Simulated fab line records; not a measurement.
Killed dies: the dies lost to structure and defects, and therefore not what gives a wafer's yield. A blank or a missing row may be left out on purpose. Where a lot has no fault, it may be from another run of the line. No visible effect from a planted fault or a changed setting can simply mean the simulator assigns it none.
Struck lot and sound lot, side by side | flow sky130 | 33 steps out of a route of 708
Sound: wafers L246.1, L246.2, L246.6. Struck: wafer L252.2. (L252.1, L252.3 of the same lot were not struck and are left out.) The cause comes at the end.
Each step with rows lists, per side, the tool, then ch with its chambers, then its first start. Under that, the readings that differ: sound wafers | struck wafers | difference of the means | sigmas: that difference in standard deviations of wafers without a fault.
alike: same words and numbers on both sides, and readings whose means sit less than 2 such deviations apart. not compared: any withheld reading, any reading some wafer has no value for, any bound like >300 that may hide the same value, and any number with overlapping values for which the record gives no deviation.
Wherever a step has rows on one side only, a row that says differs or no value, or a row with sigmas, the two part there. When numbers do not overlap yet have no deviation, they are printed without sigmas and do not part them. Lack of a reading on every wafer of one side parts them only where that side has two or more wafers.

first, 10 steps without rows for these wafers: SKY_POLY_CUT_ETCH_11 (etches Si3N4 in CF4/CH2F2/Ar, stops on poly-Si, time 42.5 s, target depth 60 nm); SKY_POLY_CUT_STRIP_12 (strips in O2/N2); SKY_SD_P_DEHYDRATE_00 (time 60 s); SKY_SD_P_HMDS_01 (prime time 60 s); SKY_SD_P_COAT_02 (resist thk 1140 nm); SKY_SD_P_SOFTBAKE_03 (time 60 s); SKY_SD_P_EXPOSE_04 (exposes mask PSDM, target cd 380 nm); SKY_SD_P_PEB_05; SKY_SD_P_DEVELOP_06 (develop time 60 s); SKY_SD_P_IMPLANT_09.
SKY_SD_P_STRIP_10: strips in O2/N2.
  sound on plasmaAsher-04 ch 0,1, day 25 12:01; struck on plasmaAsher-04 ch 1, day 28 09:47
reading                  | sound             | struck | difference | sigmas
stripTimeToEndpointS (s) | 17.51 17.49 17.51 | 17.59  | +0.09      | +2
  alike: drypumpMotorCurrentA, o2FlowSccm, oesProductAu
  not compared: rfHoursCounterH
then, 21 steps without rows for these wafers: SKY_RES_XHIGH_DEHYDRATE_00 (time 60 s); SKY_RES_XHIGH_HMDS_01 (prime time 60 s); SKY_RES_XHIGH_COAT_02 (resist thk 1140 nm); SKY_RES_XHIGH_SOFTBAKE_03 (time 60 s); SKY_RES_XHIGH_EXPOSE_04 (exposes mask URPM, target cd 1270 nm); SKY_RES_XHIGH_PEB_05; SKY_RES_XHIGH_DEVELOP_06 (develop time 60 s); SKY_RES_XHIGH_IMPLANT_07; SKY_RES_XHIGH_STRIP_08 (strips in O2/N2); SKY_SD_N_DEHYDRATE_00 (time 60 s); SKY_SD_N_HMDS_01 (prime time 60 s); SKY_SD_N_COAT_02 (resist thk 1140 nm); SKY_SD_N_SOFTBAKE_03 (time 60 s); SKY_SD_N_EXPOSE_04 (exposes mask NSDM, target cd 380 nm); SKY_SD_N_PEB_05; SKY_SD_N_DEVELOP_06 (develop time 60 s); SKY_SD_N_IMPLANT_09; SKY_SD_N_IMPLANT_10; SKY_SD_N_STRIP_11 (strips in O2/N2); SKY_SD_N_CLEAN_13 (cleans in SC1/SC2, time 150 s); SKY_SD_N_RTA_14 (time 2 s).
-- a jump in the record: the struck wafers' starts before and after are 19 days apart (it breaks off in module SD_N and resumes in module PAD_OPEN, where the first step shown is number 708 of the route) --
SKY_PAD_OPEN_PROBE_99:
  sound on prober-02, day 45 18:46; struck on prober-01, day 47 20:50
reading          | sound    | struck | difference | sigmas
killedAtFrontEnd | 15 14 11 | 43     | +30        | +7
killedOnRim      | 20 19 15 | 26     | +8         | +2
  alike: killed_at_M0_to_M3, killed_at_M4_up, killedAtContacts, killedAtOther, killedDies, killedOpen, killedShort

WHERE THEY PART
Last at SKY_PAD_OPEN_PROBE_99 as far as this record goes, first at SKY_SD_P_STRIP_10.

WHY: what the simulator had put in
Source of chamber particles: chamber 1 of plasmaAsher-04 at SKY_SD_P_STRIP_10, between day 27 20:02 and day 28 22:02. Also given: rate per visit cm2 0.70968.
